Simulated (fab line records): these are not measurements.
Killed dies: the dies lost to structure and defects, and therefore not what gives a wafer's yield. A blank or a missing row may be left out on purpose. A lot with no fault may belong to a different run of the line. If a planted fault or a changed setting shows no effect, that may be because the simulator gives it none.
Check of tool commonality	flow gf180mcu	13 lots and 39 wafers in the sample

WHY IT WAS OPENED
At GF_VT_IMPLANT_TW_MEAS_32 the reading VT_IMPLANT_3_TW is flagged on 1 of 13 lots. No-fault wafers: 267.0, standard deviation 2.2.
Rule: flag the lot when none of its wafers has a number, or when each of its wafers that has one lies beyond 4 standard deviations from that mean. The rest of the lots are taken to be sound.

lot	measured	on	VT_IMPLANT_3_TW, wafer by wafer	flag
L409	day 7 10:00	film_metro-04	267.0 265.8 265.7	
L410	day 7 13:07	film_metro-04	265.5 266.2 266.9	
L411	day 7 22:59	film_metro-04	267.0 267.6 264.9	
L413	day 8 16:40	film_metro-01	29.7 29.8 29.7	FLAGGED
L415	day 9 02:07	film_metro-02	268.8 269.2 269.2	
L417	day 9 11:47	film_metro-01	263.8 265.2 264.8	
L422	day 10 22:22	film_metro-04	267.8 267.3 268.7	
L424	day 11 11:22	film_metro-01	261.8 262.9 261.8	
L425	day 11 22:16	film_metro-02	268.2 271.0 271.0	
L426	day 12 03:50	film_metro-01	262.6 263.4 263.5	
L427	day 12 06:19	film_metro-04	266.6 267.1 266.8	
L429	day 12 21:37	film_metro-01	263.9 263.2 262.3	
L430	day 13 07:45	film_metro-02	270.0 270.7 269.1	
On average the flagged lots read 29.7, which is -237.3 against the usual, or -99 or more standard deviations.

WHICH TOOL RAN EACH LOT
The record holds 1 process step before the reading, out of a route of 602 steps. Cell contents, in order: the tool; ch with the chambers the sampled wafers went through; the start.
lot	flag	GF_VT_IMPLANT_EXPOSE_26
L409		iline_stepper-01 ch 0, day 7 02:08
L410		iline_stepper-01 ch 0, day 7 05:43
L411		iline_stepper-02 ch 0, day 7 14:29
L413	FLAGGED	iline_stepper-01 ch 0, day 8 08:14
L415		iline_stepper-02 ch 0, day 8 17:34
L417		iline_stepper-01 ch 0, day 9 02:59
L422		iline_stepper-01 ch 0, day 10 13:13
L424		iline_stepper-01 ch 0, day 11 01:54
L425		iline_stepper-02 ch 0, day 11 12:41
L426		iline_stepper-01 ch 0, day 11 17:55
L427		iline_stepper-01 ch 0, day 11 20:20
L429		iline_stepper-01 ch 0, day 12 11:43
L430		iline_stepper-01 ch 0, day 12 21:01
What these steps do:
- GF_VT_IMPLANT_EXPOSE_26: exposes mask LVPWELL HV AREA, target cd 860 nm.
- GF_VT_IMPLANT_TW_MEAS_32

FLAGGED AGAINST TOTAL, ONE TOOL AT A TIME (gauges that did the reading follow at the end)
step	tool	lots run	flagged	share of the flagged lots	sound lots run after its first flagged lot
GF_VT_IMPLANT_EXPOSE_26	iline_stepper-01	10	1	all	7 (L417,L422,L424,L426,L427,L429,L430)
GF_VT_IMPLANT_EXPOSE_26	iline_stepper-02	3	0	none	-
GF_VT_IMPLANT_TW_MEAS_32	film_metro-01	5	1	all	4 (L417,L424,L426,L429)
GF_VT_IMPLANT_TW_MEAS_32	film_metro-02	3	0	none	-
GF_VT_IMPLANT_TW_MEAS_32	film_metro-04	5	0	none	-

WHAT IS ALLOWED BY THE TABLE
iline_stepper-01 at GF_VT_IMPLANT_EXPOSE_26 and film_metro-01 at GF_VT_IMPLANT_TW_MEAS_32 are the 2 rows of the table that ran each flagged lot.
- iline_stepper-01 at GF_VT_IMPLANT_EXPOSE_26: 1 of its 10 lots flagged. Lots that were sound ran on it after the first flagged one (L417, L422, L424, L426, L427, L429, L430); a persistent fault on the entire tool would not allow that.
- film_metro-01 at GF_VT_IMPLANT_TW_MEAS_32: 1 of its 5 lots flagged. Lots that were sound ran on it after the first flagged one (L417, L424, L426, L429); a persistent fault on the entire tool would not allow that.
Every row of the table either missed a flagged lot or ran a sound lot after the first.

WHAT HAD BEEN PUT IN BY THE SIMULATOR
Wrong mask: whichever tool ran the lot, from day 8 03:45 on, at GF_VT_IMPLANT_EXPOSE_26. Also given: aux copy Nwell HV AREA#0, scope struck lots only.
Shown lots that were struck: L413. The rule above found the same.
